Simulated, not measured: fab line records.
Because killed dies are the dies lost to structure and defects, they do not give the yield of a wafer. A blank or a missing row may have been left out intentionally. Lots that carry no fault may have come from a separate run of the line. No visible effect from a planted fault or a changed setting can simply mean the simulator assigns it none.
Chamber matching / flow sky130 / SKY_CONTACT_ETCH_17 on rie diel-01: 4 sister chambers
The step etches SiO2 in C4F8/O2/Ar, stops on Si3N4, target depth 340 nm. 8 wafers are shown with their chamber, then 7 later ones without.

## WAFERS PAIRED WITH THEIR CHAMBERS
wafer=L928.2; chamber=1; rf fwd power W (W)=1497; oes product au (a.u.)=0.897
wafer=L928.4; chamber=3; rf fwd power W (W)=1496; oes product au (a.u.)=0.891
wafer=L929.6; chamber=1; rf fwd power W (W)=1491; oes product au (a.u.)=0.888
wafer=L930.1; chamber=2; rf fwd power W (W)=1485; oes product au (a.u.)=0.894
wafer=L930.2; chamber=0; rf fwd power W (W)=1488; oes product au (a.u.)=0.889
wafer=L930.6; chamber=2; rf fwd power W (W)=1485; oes product au (a.u.)=0.893
wafer=L932.2; chamber=3; rf fwd power W (W)=1499; oes product au (a.u.)=0.898
wafer=L932.4; chamber=0; rf fwd power W (W)=1488; oes product au (a.u.)=0.893

## WAFERS WITH NO CHAMBER GIVEN
wafer=L932.6; rf fwd power W (W)=1483; oes product au (a.u.)=0.902
wafer=L941.1; rf fwd power W (W)=1489; oes product au (a.u.)=0.888
wafer=L941.3; rf fwd power W (W)=1487; oes product au (a.u.)=0.893
wafer=L941.4; rf fwd power W (W)=1479; oes product au (a.u.)=0.892
wafer=L945.4; rf fwd power W (W)=1489; oes product au (a.u.)=0.892
wafer=L945.5; rf fwd power W (W)=1491; oes product au (a.u.)=0.891
wafer=L945.6; rf fwd power W (W)=1494; oes product au (a.u.)=0.891

## THE CHAMBER EACH PASSED THROUGH
wafer=L932.6; from the rows above=can't be placed: 2 or 0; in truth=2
wafer=L941.1; from the rows above=can't be placed: 0 or 2 or 1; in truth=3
wafer=L941.3; from the rows above=can't be placed: 0 or 2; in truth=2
wafer=L941.4; from the rows above=can't be placed: 2 or 0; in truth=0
wafer=L945.4; from the rows above=can't be placed: 0 or 2 or 1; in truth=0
wafer=L945.5; from the rows above=can't be placed: 0 or 1 or 2 or 3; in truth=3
wafer=L945.6; from the rows above=can't be placed: 1 or 3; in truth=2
Correctly placed: 0 of 7. Cannot be placed on the basis of these rows: 7; the candidates contain the true chamber in 5. Wrongly placed: 0.
How it was worked out, from the rows above alone: a wafer's distance from a chamber is the root of the sum, over the readings, of the square of ((its reading less the chamber's mean) divided by the reading's scatter). The wafer belongs to the nearest chamber; if the next one is less than 2 further off, it can't be placed. The mean given for a chamber averages the wafers shown for that chamber. The scatter: the root of (the sum of the squares of (reading less its chamber's mean) over the shown wafers, divided by (wafers less chambers)).
